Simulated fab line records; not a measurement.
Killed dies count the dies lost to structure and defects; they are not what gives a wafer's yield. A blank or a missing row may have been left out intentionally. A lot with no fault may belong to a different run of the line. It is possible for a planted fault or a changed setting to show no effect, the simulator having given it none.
Which of the tools did it? / flow gf180mcu / Sampling: 15 lots, 45 wafers, 4 of 602 route steps

## WHAT EACH GAUGE READ, for each wafer
No reading from a measuring or inspecting step in the record can be judged against a usual standard deviation.

## WHAT TOOL EACH LOT RAN ON (gives the tool, then ch and the chambers of the sampled wafers, and finally the start)
lot=L293; GF_V1_ETCH_16=rie_diel-01 ch 1,2,3, day 18 16:49; GF_M2_SPUTTER_04=pvd_sputter-02, day 18 18:28; GF_M2_PEB_12=litho_track-04 ch 0, day 19 18:37; GF_V2_CMP_04=cmp-02 ch 0,1,2, day 19 20:02
lot=L296; GF_V1_ETCH_16=rie_diel-02 ch 0,3, day 19 17:17; GF_M2_SPUTTER_04=pvd_sputter-02, day 19 18:50; GF_M2_PEB_12=litho_track-04 ch 0, day 20 18:26; GF_V2_CMP_04=cmp-01 ch 0,1,3, day 20 19:56
lot=L297; GF_V1_ETCH_16=rie_diel-02 ch 1,2, day 19 22:08; GF_M2_SPUTTER_04=pvd_sputter-02, day 19 23:47; GF_M2_PEB_12=litho_track-01 ch 0, day 20 23:32; GF_V2_CMP_04=cmp-02 ch 0,1, day 21 00:56
lot=L299; GF_V1_ETCH_16=rie_diel-03 ch 0,1,2, day 21 00:25; GF_M2_SPUTTER_04=pvd_sputter-01, day 21 01:57; GF_M2_PEB_12=litho_track-01 ch 0, day 22 00:51; GF_V2_CMP_04=cmp-02 ch 0,1,2, day 22 02:28
lot=L300; GF_V1_ETCH_16=rie_diel-01 ch 0,1, day 21 02:56; GF_M2_SPUTTER_04=pvd_sputter-01, day 21 04:28; GF_M2_PEB_12=litho_track-01 ch 0, day 22 03:48; GF_V2_CMP_04=cmp-02 ch 0,1,2, day 22 05:25
lot=L302; GF_V1_ETCH_16=rie_diel-01 ch 0,3, day 22 03:53; GF_M2_SPUTTER_04=pvd_sputter-04, day 22 05:27; GF_M2_PEB_12=litho_track-01 ch 0, day 23 04:01; GF_V2_CMP_04=cmp-02 ch 0,1,2, day 23 05:32
lot=L303; GF_V1_ETCH_16=rie_diel-01 ch 0,1,3, day 22 06:58; GF_M2_SPUTTER_04=pvd_sputter-02, day 22 08:35; GF_M2_PEB_12=litho_track-02, day 23 07:29; GF_V2_CMP_04=-
lot=L304; GF_V1_ETCH_16=rie_diel-02 ch 0,1,3, day 22 17:37; GF_M2_SPUTTER_04=pvd_sputter-02, day 22 19:08; GF_M2_PEB_12=litho_track-04, day 23 17:28; GF_V2_CMP_04=-
lot=L305; GF_V1_ETCH_16=rie_diel-01 ch 0,1,3, day 22 23:55; GF_M2_SPUTTER_04=pvd_sputter-02, day 23 01:26; GF_M2_PEB_12=litho_track-04, day 23 23:38; GF_V2_CMP_04=-
lot=L307; GF_V1_ETCH_16=rie_diel-02 ch 2,3, day 23 16:58; GF_M2_SPUTTER_04=pvd_sputter-02, day 23 18:29; GF_M2_PEB_12=litho_track-02 ch 0, day 24 15:31; GF_V2_CMP_04=cmp-01 ch 0,1,3, day 24 16:55
lot=L311; GF_V1_ETCH_16=rie_diel-03 ch 0,2,3, day 25 10:37; GF_M2_SPUTTER_04=pvd_sputter-02, day 25 12:15; GF_M2_PEB_12=litho_track-02 ch 0, day 26 09:13; GF_V2_CMP_04=cmp-01 ch 0,1,3, day 26 10:47
lot=L312; GF_V1_ETCH_16=rie_diel-02 ch 0,1,2, day 25 13:16; GF_M2_SPUTTER_04=pvd_sputter-01, day 25 14:56; GF_M2_PEB_12=litho_track-04 ch 0, day 26 12:14; GF_V2_CMP_04=cmp-02 ch 0,3, day 26 13:44
lot=L313; GF_V1_ETCH_16=rie_diel-03 ch 0,1,3, day 25 21:28; GF_M2_SPUTTER_04=pvd_sputter-01, day 25 22:59; GF_M2_PEB_12=litho_track-01 ch 0, day 26 19:24; GF_V2_CMP_04=cmp-02 ch 0,1,2, day 26 20:53
lot=L315; GF_V1_ETCH_16=rie_diel-01 ch 0,1, day 26 06:07; GF_M2_SPUTTER_04=pvd_sputter-02, day 26 07:45; GF_M2_PEB_12=litho_track-02 ch 0, day 27 03:46; GF_V2_CMP_04=cmp-02 ch 0,3, day 27 05:10
lot=L314; GF_V1_ETCH_16=rie_diel-02 ch 0,2,3, day 26 07:49; GF_M2_SPUTTER_04=pvd_sputter-01, day 26 09:32; GF_M2_PEB_12=litho_track-02 ch 0, day 27 05:40; GF_V2_CMP_04=cmp-01 ch 1,2,3, day 27 07:07
- GF_V1_ETCH_16: etches BARC in N2/H2.
- GF_M2_SPUTTER_04: material TiN, target thk 50 nm, time 41.7 s.
- GF_M2_PEB_12: peb time 90 s.
- GF_V2_CMP_04: polishes SiO2.

## AS READ BY THE TOOLS THEMSELVES (means over the sampled wafers that have a number; for cases with no such wafer, the mark the record gives instead)
GF_V1_ETCH_16.
lot=L293; tool=rie_diel-01; drypump_motor_current_A (A)=5.4; oes_product_au (a.u.)=0.850; throttle_valve_pct (%)=13.226
lot=L296; tool=rie_diel-02; drypump_motor_current_A (A)=6.0; oes_product_au (a.u.)=0.852; throttle_valve_pct (%)=13.221
lot=L297; tool=rie_diel-02; drypump_motor_current_A (A)=5.7; oes_product_au (a.u.)=0.857; throttle_valve_pct (%)=13.222
lot=L299; tool=rie_diel-03; drypump_motor_current_A (A)=5.3; oes_product_au (a.u.)=0.853; throttle_valve_pct (%)=13.228
lot=L300; tool=rie_diel-01; drypump_motor_current_A (A)=5.7; oes_product_au (a.u.)=0.855; throttle_valve_pct (%)=13.222
lot=L302; tool=rie_diel-01; drypump_motor_current_A (A)=5.9; oes_product_au (a.u.)=0.852; throttle_valve_pct (%)=13.224
lot=L303; tool=rie_diel-01; drypump_motor_current_A (A)=5.7; oes_product_au (a.u.)=0.853; throttle_valve_pct (%)=13.229
lot=L304; tool=rie_diel-02; drypump_motor_current_A (A)=5.9; oes_product_au (a.u.)=0.859; throttle_valve_pct (%)=13.225
lot=L305; tool=rie_diel-01; drypump_motor_current_A (A)=5.7; oes_product_au (a.u.)=0.853; throttle_valve_pct (%)=13.229
lot=L307; tool=rie_diel-02; drypump_motor_current_A (A)=5.9; oes_product_au (a.u.)=0.853; throttle_valve_pct (%)=13.219
lot=L311; tool=rie_diel-03; drypump_motor_current_A (A)=5.4; oes_product_au (a.u.)=0.852; throttle_valve_pct (%)=13.225
lot=L312; tool=rie_diel-02; drypump_motor_current_A (A)=6.0; oes_product_au (a.u.)=0.862; throttle_valve_pct (%)=13.228
lot=L313; tool=rie_diel-03; drypump_motor_current_A (A)=5.1; oes_product_au (a.u.)=0.853; throttle_valve_pct (%)=13.225
lot=L315; tool=rie_diel-01; drypump_motor_current_A (A)=5.4; oes_product_au (a.u.)=0.856; throttle_valve_pct (%)=13.236
lot=L314; tool=rie_diel-02; drypump_motor_current_A (A)=6.1; oes_product_au (a.u.)=0.860; throttle_valve_pct (%)=13.217

GF_M2_SPUTTER_04.
lot=L293; tool=pvd_sputter-02; throttle_valve_pct (%)=30.3
lot=L296; tool=pvd_sputter-02; throttle_valve_pct (%)=30.4
lot=L297; tool=pvd_sputter-02; throttle_valve_pct (%)=30.1
lot=L299; tool=pvd_sputter-01; throttle_valve_pct (%)=30.6
lot=L300; tool=pvd_sputter-01; throttle_valve_pct (%)=29.5
lot=L302; tool=pvd_sputter-04; throttle_valve_pct (%)=31.3
lot=L303; tool=pvd_sputter-02; throttle_valve_pct (%)=30.1
lot=L304; tool=pvd_sputter-02; throttle_valve_pct (%)=29.8
lot=L305; tool=pvd_sputter-02; throttle_valve_pct (%)=30.3
lot=L307; tool=pvd_sputter-02; throttle_valve_pct (%)=30.5
lot=L311; tool=pvd_sputter-02; throttle_valve_pct (%)=30.2
lot=L312; tool=pvd_sputter-01; throttle_valve_pct (%)=30.9
lot=L313; tool=pvd_sputter-01; throttle_valve_pct (%)=30.0
lot=L315; tool=pvd_sputter-02; throttle_valve_pct (%)=29.7
lot=L314; tool=pvd_sputter-01; throttle_valve_pct (%)=29.5

GF_M2_PEB_12.
lot=L293; tool=litho_track-04; chill_plate_temp_C (C)=22.99; exhaust_pa (Pa)=44.1
lot=L296; tool=litho_track-04; chill_plate_temp_C (C)=22.94; exhaust_pa (Pa)=44.3
lot=L297; tool=litho_track-01; chill_plate_temp_C (C)=23.03; exhaust_pa (Pa)=45.5
lot=L299; tool=litho_track-01; chill_plate_temp_C (C)=22.96; exhaust_pa (Pa)=45.5
lot=L300; tool=litho_track-01; chill_plate_temp_C (C)=22.99; exhaust_pa (Pa)=44.0
lot=L302; tool=litho_track-01; chill_plate_temp_C (C)=23.00; exhaust_pa (Pa)=44.0
lot=L303; tool=litho_track-02; chill_plate_temp_C (C)=-; exhaust_pa (Pa)=-
lot=L304; tool=litho_track-04; chill_plate_temp_C (C)=-; exhaust_pa (Pa)=-
lot=L305; tool=litho_track-04; chill_plate_temp_C (C)=-; exhaust_pa (Pa)=-
lot=L307; tool=litho_track-02; chill_plate_temp_C (C)=22.92; exhaust_pa (Pa)=44.4
lot=L311; tool=litho_track-02; chill_plate_temp_C (C)=22.90; exhaust_pa (Pa)=45.8
lot=L312; tool=litho_track-04; chill_plate_temp_C (C)=22.96; exhaust_pa (Pa)=45.7
lot=L313; tool=litho_track-01; chill_plate_temp_C (C)=23.00; exhaust_pa (Pa)=45.8
lot=L315; tool=litho_track-02; chill_plate_temp_C (C)=22.97; exhaust_pa (Pa)=45.2
lot=L314; tool=litho_track-02; chill_plate_temp_C (C)=22.96; exhaust_pa (Pa)=45.3

GF_V2_CMP_04.
lot=L293; tool=cmp-02; motor_current_A (A)=12.1; platen_rpm (rpm)=60.00; time_to_endpoint_s (s)=81
lot=L296; tool=cmp-01; motor_current_A (A)=11.1; platen_rpm (rpm)=59.96; time_to_endpoint_s (s)=75
lot=L297; tool=cmp-02; motor_current_A (A)=12.9; platen_rpm (rpm)=59.97; time_to_endpoint_s (s)=83
lot=L299; tool=cmp-02; motor_current_A (A)=11.7; platen_rpm (rpm)=59.99; time_to_endpoint_s (s)=85
lot=L300; tool=cmp-02; motor_current_A (A)=12.2; platen_rpm (rpm)=60.04; time_to_endpoint_s (s)=81
lot=L302; tool=cmp-02; motor_current_A (A)=11.8; platen_rpm (rpm)=60.04; time_to_endpoint_s (s)=84
lot=L307; tool=cmp-01; motor_current_A (A)=10.9; platen_rpm (rpm)=59.97; time_to_endpoint_s (s)=85
lot=L311; tool=cmp-01; motor_current_A (A)=10.9; platen_rpm (rpm)=59.95; time_to_endpoint_s (s)=71
lot=L312; tool=cmp-02; motor_current_A (A)=12.1; platen_rpm (rpm)=60.04; time_to_endpoint_s (s)=78
lot=L313; tool=cmp-02; motor_current_A (A)=12.4; platen_rpm (rpm)=59.97; time_to_endpoint_s (s)=68
lot=L315; tool=cmp-02; motor_current_A (A)=11.1; platen_rpm (rpm)=59.97; time_to_endpoint_s (s)=79
lot=L314; tool=cmp-01; motor_current_A (A)=10.1; platen_rpm (rpm)=59.96; time_to_endpoint_s (s)=77

## THE ANSWER, worked out from the rows above alone
Rule: usual is defined by the lots themselves. Put in order of their means at a reading, lots are off if they are a third of the lots or fewer, leave a main group of 4 or more, and stand apart from it by a gap of 3 or more times the standard deviation of the main group's means; of several such gaps the widest counts. If all means in a main group match to the digits the tables above print for the reading, that group is not used. A lot without any number at a reading at which 4 lots or more have one is off too. All remaining lots with rows at the step are treated as sound. Order of review: gauges by route order, followed by the tools' own readings, for which a lot's mean as printed above is used. The first step at which some lot is off is used, and at that step the reading that is off furthest; a lot without a number counts as furthest.
Off, at GF_M2_PEB_12 on chill_plate_temp_C: L303, L304, L305. Without a number there: L303, L304, L305. The main group: mean 22.97 C, standard deviation 0.035.
If a tool, at that step or one of the process steps before it, ran each lot that is off and ran no sound lot following the first of them, it fits. Of those tried, none fits.

## WHAT HAD BEEN PUT IN BY THE SIMULATOR
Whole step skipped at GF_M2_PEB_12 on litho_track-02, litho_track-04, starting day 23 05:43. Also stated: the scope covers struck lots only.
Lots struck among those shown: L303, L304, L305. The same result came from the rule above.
